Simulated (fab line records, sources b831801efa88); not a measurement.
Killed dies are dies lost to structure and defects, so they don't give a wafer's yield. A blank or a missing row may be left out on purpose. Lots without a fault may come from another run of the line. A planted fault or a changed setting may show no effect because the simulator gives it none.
Which tool did it? | flow sky130 | 11 lots, 33 wafers sampled, at 4 steps of a route of 708

WHAT THE GAUGES READ, wafer by wafer
SKY_LI_CONTACT_THK_MEAS_23: measures by xrf.
lot  | measured     | on            | LI_CONTACT_W_THK (nm)
L474 | day 29 23:12 | film_metro-03 | 405 410 411
L475 | day 30 09:46 | film_metro-03 | 412 401 409
L477 | day 31 03:01 | film_metro-01 | 408 419 423
L480 | day 31 20:49 | film_metro-03 | 402 411 405
L482 | day 32 19:31 | film_metro-01 | 412 428 411
L484 | day 33 07:30 | film_metro-03 | 415 415 410
L491 | day 35 16:52 | film_metro-04 | 418 429 422
L492 | day 35 18:56 | film_metro-03 | 414 403 407
L495 | day 36 20:13 | film_metro-01 | 409 424 412
L496 | day 36 21:47 | film_metro-04 | 427 419 426
L497 | day 37 00:55 | film_metro-01 | 409 421 420

SKY_CONTACT_THK_MEAS_03.
lot  | measured     | on            | CONTACT_HDPCVD_THK (nm)
L474 | day 31 06:28 | film_metro-03 | 562 569 567
L475 | day 31 16:05 | film_metro-02 | 574 572 575
L477 | day 32 09:13 | film_metro-02 | 573 575 574
L480 | day 33 02:04 | film_metro-02 | 564 567 568
L482 | day 34 00:22 | film_metro-02 | 572 571 568
L484 | day 34 13:02 | film_metro-04 | 555 564 560
L491 | day 36 21:16 | film_metro-04 | 565 570 478
L492 | day 36 23:19 | film_metro-03 | 566 562 563
L495 | day 38 01:04 | film_metro-04 | 560 564 560
L496 | day 38 02:16 | film_metro-04 | 561 566 566
L497 | day 38 05:16 | film_metro-04 | 565 571 565

WHICH TOOL RAN EACH LOT (tool, then ch and the chambers of the sampled wafers, then the start)
lot  | SKY_LI_CONTACT_SPUTTER_20    | SKY_CONTACT_HDPCVD_02
L474 | pvd_sputter-01, day 29 22:53 | hdpcvd-02 ch 0,1, day 31 06:21
L475 | pvd_sputter-01, day 30 09:27 | hdpcvd-01 ch 0,2, day 31 16:01
L477 | pvd_sputter-03, day 31 02:43 | hdpcvd-02 ch 1,2, day 32 09:08
L480 | pvd_sputter-02, day 31 20:29 | hdpcvd-02 ch 1,2, day 33 01:58
L482 | pvd_sputter-01, day 32 19:13 | hdpcvd-01 ch 0,1,2, day 34 00:18
L484 | pvd_sputter-02, day 33 07:11 | hdpcvd-02 ch 0,2, day 34 12:58
L491 | pvd_sputter-02, day 35 16:33 | hdpcvd-01 ch 0,1,2, day 36 21:12
L492 | pvd_sputter-02, day 35 18:37 | hdpcvd-02 ch 0,1,2, day 36 23:13
L495 | pvd_sputter-02, day 36 19:55 | hdpcvd-02 ch 0,1, day 38 00:59
L496 | pvd_sputter-01, day 36 21:27 | hdpcvd-02 ch 0,1,2, day 38 02:11
L497 | pvd_sputter-02, day 37 00:37 | hdpcvd-02 ch 0,1,2, day 38 05:11
- SKY_LI_CONTACT_SPUTTER_20: material TiN, target thk 20 nm, time 80 s.
- SKY_CONTACT_HDPCVD_02: deposits SiO2, target thk 565 nm, time 94.2 s.

WHAT THE TOOLS THEMSELVES READ (means of the sampled wafers that have a number; where no wafer has one, the mark that the record gives instead)
SKY_LI_CONTACT_SPUTTER_20.
lot  | tool           | cathode_dc_power_W (W) | throttle_valve_pct (%)
L474 | pvd_sputter-01 | 3999.9                 | 30.8
L475 | pvd_sputter-01 | 3999.8                 | 30.5
L477 | pvd_sputter-03 | 4000.3                 | 30.4
L480 | pvd_sputter-02 | 4000.7                 | 28.9
L482 | pvd_sputter-01 | 3999.4                 | 29.9
L484 | pvd_sputter-02 | 3999.9                 | 29.4
L491 | pvd_sputter-02 | 3999.3                 | 29.8
L492 | pvd_sputter-02 | 3999.8                 | 28.5
L495 | pvd_sputter-02 | 3999.7                 | 29.3
L496 | pvd_sputter-01 | 3999.6                 | 30.9
L497 | pvd_sputter-02 | 3999.9                 | 29.7

SKY_CONTACT_HDPCVD_02.
lot  | tool      | run_length_s (s)
L474 | hdpcvd-02 | 121.7
L475 | hdpcvd-01 | 121.4
L477 | hdpcvd-02 | 121.9
L480 | hdpcvd-02 | 122.1
L482 | hdpcvd-01 | 121.7
L484 | hdpcvd-02 | 122.1
L491 | hdpcvd-01 | 116.7
L492 | hdpcvd-02 | 122.1
L495 | hdpcvd-02 | 122.3
L496 | hdpcvd-02 | 122.1
L497 | hdpcvd-02 | 122.4

THE ANSWER, worked out from the rows above alone
Rule: what is usual is taken from the lots themselves. Put in order of their means at a reading, lots are off if they are a third of the lots or fewer, leave a main group of 4 or more, and stand apart from it by a gap of 3 or more times the standard deviation of the main group's means; of several such gaps the widest counts. A main group whose means are all the same, to the digits that the tables above print for the reading, isn't used. A lot without any number at a reading at which 4 lots or more have one is off too. The other lots that the step has rows for count as sound. The gauges are gone through in route order, then the tools' own readings, and for those a lot's mean is taken as printed above. The first step at which some lot is off is used, and at that step the reading that is off furthest; a lot without a number counts as furthest.
Off: L491, at SKY_CONTACT_THK_MEAS_03 (CONTACT_HDPCVD_THK). The main group: mean 567 nm, standard deviation 4.6.
A tool fits if, at a process step before that reading, it ran every lot that is off, and no sound lot after the first of them. The gauges at SKY_CONTACT_THK_MEAS_03 aren't tried: what is off there is off at SKY_CONTACT_HDPCVD_02 too, on other tools, and a gauge's error can't cause that. One fits: hdpcvd-01 at SKY_CONTACT_HDPCVD_02. Its last sound lot is L482 (day 34 00:18), its first lot that is off L491 (day 36 21:12): a fault that began between those two fits.
The tool's own readings at SKY_CONTACT_HDPCVD_02 bear it out: on the lots that are off they differ by more than 5 times the standard deviation of the sound lots' means. run_length_s reads 116.7 s there against 122.0 s on the sound lots.

WHAT THE SIMULATOR HAD PUT IN
Process parameter drift: hdpcvd-01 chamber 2, from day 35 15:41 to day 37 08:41, at SKY_CONTACT_HDPCVD_02. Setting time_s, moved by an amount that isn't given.
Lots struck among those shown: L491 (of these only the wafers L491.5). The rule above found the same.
